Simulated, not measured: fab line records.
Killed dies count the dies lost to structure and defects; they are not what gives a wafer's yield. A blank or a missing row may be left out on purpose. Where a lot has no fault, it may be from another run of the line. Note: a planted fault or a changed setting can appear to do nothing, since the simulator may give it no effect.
A lot that was struck, set against a sound lot	flow sky130	17 out of 708 route steps
Sound: wafers L219.2, L219.3, L219.6. Wafers L208.1, L208.4, L208.6 were the ones struck. The cause is given at the end.
Each step with rows lists, per side, the tool, then ch with its chambers, then its first start. Under that, the readings that differ: sound wafers	struck wafers	difference of the means	sigmas: that difference in standard deviations of wafers without a fault.
alike: readings whose means differ by less than 2 such deviations, and words and numbers that are the same on both sides. not compared: withheld readings, readings that some wafer has no value for, bounds like >300 that may hide the same value, and numbers for which the record gives no deviation and whose values overlap.
The two part at a step that has a row with sigmas, a row that says differs or no value, or rows on one side only. Non-overlapping numbers with no deviation appear without sigmas and do not part them. Lack of a reading on every wafer of one side parts them only where that side has two or more wafers.

first, 1 step without rows for these wafers: SKY_VT_ADJUST_LVTN_IMPLANT_19.
SKY_VT_ADJUST_LVTN_STRIP_20: strips in O2/N2.
  sound on plasma asher-01 ch 0,1, day 13 16:38; struck on plasma asher-01 ch 0,1, day 10 14:10
  alike: drypump motor current A, oes product au, strip time to endpoint s
  not compared: rf hours counter h
SKY_VT_ADJUST_LVTN_TW_MEAS_21:
  sound: film metro-04 at day 13 16:44; struck: film metro-04 at day 10 14:16
  alike: VT_ADJUST_LVTN_2_TW
then, 7 steps without rows for these wafers: SKY_VT_ADJUST_NCORE_DEHYDRATE_00 (time 60 s); SKY_VT_ADJUST_NCORE_HMDS_01 (prime time 60 s); SKY_VT_ADJUST_NCORE_COAT_02 (resist thk 1140 nm); SKY_VT_ADJUST_NCORE_SOFTBAKE_03 (time 60 s); SKY_VT_ADJUST_NCORE_EXPOSE_04 (exposes mask LVTN COMPLEMENT THIN, target cd 380 nm); SKY_VT_ADJUST_NCORE_PEB_05; SKY_VT_ADJUST_NCORE_DEVELOP_06 (develop time 60 s).
SKY_VT_ADJUST_NCORE_CD_MEAS_07: the cd target is 380 nm.
  sound: cd sem-01 at day 14 18:51; struck: cd sem-01 at day 11 13:00
  alike: cd nm
SKY_VT_ADJUST_NCORE_OVL_MEAS_08:
  sound: overlay-02 at day 14 18:57; struck: overlay-01 at day 11 13:07
reading	sound	struck	difference	sigmas
VT_ADJUST_NCORE_OVL (nm)	1.4 1.3 2.0	-2.9 -4.0 -1.0	-4.2	-3
SKY_VT_ADJUST_NCORE_IMPLANT_09:
  sound on implanter-02 ch 0, day 14 19:01; struck on implanter-04 ch 0, day 11 13:09
reading	sound	struck	difference	sigmas
dose ions cm2	2.3984e+12 2.3981e+12 2.3957e+12	2.387e+11 2.393e+11 2.41e+11	-2.158e+12	-99 or more
faraday current uA	13.72 13.88 13.29	1.34 1.33 1.37	-12.28	-47
SKY_VT_ADJUST_NCORE_STRIP_10: strips in O2/N2.
  sound on plasma asher-01 ch 0,1, day 14 19:08; struck on plasma asher-03 ch 0,1, day 11 13:18
  alike: drypump motor current A, oes product au, strip time to endpoint s
  not compared: rf hours counter h
SKY_VT_ADJUST_NCORE_TW_MEAS_11:
  sound: film metro-01 at day 14 19:14; struck: film metro-02 at day 11 13:24
reading	sound	struck	difference	sigmas
VT_ADJUST_NCORE_TW	219.4 221.3 220.6	118.9 118.4 118.3	-101.9	-54
then, 1 step without rows for these wafers: SKY_VT_ADJUST_HVTR_DEHYDRATE_00 (time 60 s).
-- record jumps: 37 days separate the struck wafers' starts on either side; left off in module VT_ADJUST_HVTR, taken up again in module PAD_OPEN, whose first shown step is the route's number 708 --
SKY_PAD_OPEN_PROBE_99:
  sound: prober-02 at day 50 13:34; struck: prober-01 at day 48 10:46
reading	sound	struck	difference	sigmas
model.etest.nfet_16v.r on ohm um	1.393e+04 1.407e+04 1.394e+04	1.129e+04 1.128e+04 1.13e+04	-2.690e+03	
model.etest.pfet_16v.r on ohm um	1.499e+04 1.508e+04 1.496e+04	1.822e+04 1.822e+04 1.836e+04	+3.257e+03	
model.etest.pfet g5v0d10v5.r on ohm um	4673 4637 4682	5989 5979 5962	+1313	
model.etest.tip p.rs ohm sq	6903 6867 6847	7381 7378 7354	+499	
model.etest.pfet_01v8.r on ohm um	2893 2816 2902	3191 3229 3186	+332	
model.etest.res pwell under gate.rs ohm sq	2274 2281 2292	2604 2594 2614	+322	
model.etest.nfet g5v0d10v5.r on ohm um	1855 1825 1846	1629 1636 1626	-212	
model.etest.tip_p_5v.rs ohm sq	2824 2808 2816	3108 3099 3076	+278	
  alike: killed_at_M0_to_M3, killed_at_M4_up, killed at contacts, killed at front end, killed at other, killed dies, killed open, killed short

== WHERE THEY PART ==
First at SKY_VT_ADJUST_NCORE_OVL_MEAS_08; last, within this record, at SKY_VT_ADJUST_NCORE_TW_MEAS_11. Later steps at which nothing parts them and some readings are alike: SKY_PAD_OPEN_PROBE_99.

WHY: what the simulator had put in
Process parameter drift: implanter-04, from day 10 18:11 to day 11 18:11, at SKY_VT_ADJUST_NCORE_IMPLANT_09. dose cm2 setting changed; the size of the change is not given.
